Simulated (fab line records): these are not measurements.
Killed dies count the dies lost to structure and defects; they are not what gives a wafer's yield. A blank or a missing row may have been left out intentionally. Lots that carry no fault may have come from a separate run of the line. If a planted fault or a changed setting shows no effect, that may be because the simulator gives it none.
Which tool was responsible?	flow sfq line	7 lots, 21 wafers sampled, at 2 steps of a route of 325

== WHAT THE GAUGES READ, wafer by wafer ==
SFQ_M1_RS_MEAS_909: the measuring method here is four-point-probe.
lot	measured	on	M1_NB_RS (ohm/sq)
L329	day 13 15:17	film metro-02	0.872 0.878 0.881
L331	day 14 10:35	film metro-04	0.891 0.877 0.891
L333	day 14 23:48	film metro-01	0.893 0.905 0.900
L335	day 15 05:47	film metro-01	0.896 0.901 0.903
L338	day 16 04:38	film metro-04	0.546 0.884 0.893
L344	day 17 19:38	film metro-02	0.866 0.870 0.867
L348	day 19 11:09	film metro-04	0.879 0.886 0.877

== EACH LOT AND THE TOOL THAT RAN IT (in order: tool; ch and the chambers of the sampled wafers; start) ==
lot	SFQ_TRILAYER_M1_DEP_SPUTTER_037
L329	pvd sputter-04, day 13 15:08
L331	pvd sputter-03, day 14 10:29
L333	pvd sputter-03, day 14 23:41
L335	pvd sputter-06, day 15 05:41
L338	pvd sputter-03, day 16 04:32
L344	pvd sputter-04, day 17 19:29
L348	pvd sputter-04, day 19 11:04
- SFQ_TRILAYER_M1_DEP_SPUTTER_037: material Nb, target thk 200 nm, time 133.3 s.

== THE ANSWER, worked out from the rows above alone ==
Rule: the lots themselves supply what counts as usual. Put in order of their means at a reading, lots are off if they are a third of the lots or fewer, leave a main group of 4 or more, and stand apart from it by a gap of 3 or more times the standard deviation of the main group's means; of several such gaps the widest counts. A main group whose means are all the same, to the digits that the tables above print for the reading, isn't used. Also off: a lot with no number at a reading for which 4 or more lots have one. Any other lot the step has rows for is counted as sound.
Off: at SFQ_M1_RS_MEAS_909 (M1_NB_RS), L338. The main group has a mean of 0.885 ohm/sq with a standard deviation of 0.012.
A tool fits if, at a process step before that reading, it ran every lot that is off, and no sound lot after the first of them. Those tools and the gauges at SFQ_M1_RS_MEAS_909 are tried in the same way. One candidate fits, namely pvd sputter-03 at SFQ_TRILAYER_M1_DEP_SPUTTER_037. Its last sound lot is L333 (day 14 23:41), its first lot that is off L338 (day 16 04:32): a fault that began between those two fits.

== WHAT WAS PUT IN BY THE SIMULATOR ==
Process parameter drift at SFQ_TRILAYER_M1_DEP_SPUTTER_037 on pvd sputter-03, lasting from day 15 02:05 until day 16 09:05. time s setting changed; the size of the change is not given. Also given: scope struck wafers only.
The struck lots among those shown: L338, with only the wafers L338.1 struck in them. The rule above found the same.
